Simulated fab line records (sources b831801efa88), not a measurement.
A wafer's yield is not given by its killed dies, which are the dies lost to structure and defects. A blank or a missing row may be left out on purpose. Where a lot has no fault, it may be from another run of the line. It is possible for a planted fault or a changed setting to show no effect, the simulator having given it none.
Problem report in the 8D (eight disciplines) form, filled by code -- flow sky130 -- the parts of the form that need people (team, actions taken, sign-off) are left out

== 1. WHAT WENT WRONG ==
Mean PWDE_RS at SKY_NWELL_RS_MEAS_31: 5398 ohm/sq over 6 wafers in 2 lots; fault-free wafers: 5280 ohm/sq, standard deviation 17. That puts it +7.0 standard deviations away from the usual mean.
The step: measures by four-point-probe.
Earliest sighting: wafer L415.1 on film_metro-03 at day 9 15:10. The record holds 39 wafers of 13 lots with a number at this step. By rule, "out" or "out of limits" means more than 4 standard deviations away from the usual mean. The other wafers with a number count as sound.

== 2. WHAT IT IS, WHAT IT ISN'T ==
question,is,is not
which readings at this step,PWDE_RS,-
which lots,"L415, L417","L398, L400, L401, L403, L405, L407, L408, L409, L410, L413, L418"
which wafers of those lots,all that have a number,-
read on which gauges,film_metro-03,"film_metro-02, film_metro-04"
when,from day 9 15:10,up to then (30 sound wafers); but 3 sound wafers of L418 came after

== 3. WHAT RULES OUT EACH SUSPECT ==
Counting: any tool at a process step up to the reading is kept as a suspect provided that every lot that is out went through it and no sound lot did after the first of them.
- the gauge at SKY_NWELL_RS_MEAS_31: ruled out. All the wafers that are out were read on film_metro-03, but those of them that SKY_PWDE_IMPLANT_08 has rows for are out there too, on other tools.
- implanter-01 at SKY_PWDE_IMPLANT_08: kept. It processed each lot that is out, first L415 at day 7 20:52, and no sound lot thereafter; up to then, the last sound lot it processed was L413 at day 7 07:28. On those wafers its own readings are out: dose_ions_cm2.
Left after counting: implanter-01 at SKY_PWDE_IMPLANT_08.

== 4. THE CAUSE (what the simulator had put in) ==
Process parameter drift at SKY_PWDE_IMPLANT_08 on implanter-01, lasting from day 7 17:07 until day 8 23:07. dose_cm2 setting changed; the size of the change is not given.
The count eliminated every tool but this one.

== 5. THE EFFECT CHAIN, in route order ==
Each row: a reading where the mean over the struck wafers with a number is more than 3 standard deviations away from the usual. Only readings for which the record gives a usual standard deviation are gone through. hours: the time from each lot's start at the first step in this table that gives one to its start at this step, as a median over the lots. sigmas: the change in usual standard deviations.
hours,step,reading,usual,on struck wafers,change,sigmas
0,SKY_PWDE_IMPLANT_08,dose_ions_cm2,3.6e+12,3.5e+12,-9.7e+10,-24
43,SKY_NWELL_RS_MEAS_31,PWDE_RS,5280 ohm/sq,5398,+118,+7.0
The process steps in it:
- SKY_PWDE_IMPLANT_08
At these later measuring or inspecting steps, every struck wafer for which the step has a row has a number for every such reading, and none has moved that far: SKY_CONTACT_THK_MEAS_03, SKY_CONTACT_CD_MEAS_14.

== 6. WHAT WOULD HAVE CAUGHT IT SOONER ==
46 hours passed between the start of the fault at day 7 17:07 and the first reading out of limits at a measuring or inspecting step in this record, taken at day 9 15:10.
The tool's own readings at SKY_PWDE_IMPLANT_08 were out on every struck wafer that the step has a row for (dose_ions_cm2): an alarm limit on them would have fired on the first of those.
Lots out: 2; all had begun SKY_PWDE_IMPLANT_08 on implanter-01 by day 9 15:10. Had the tool been put on hold then, not one of them would have been saved.
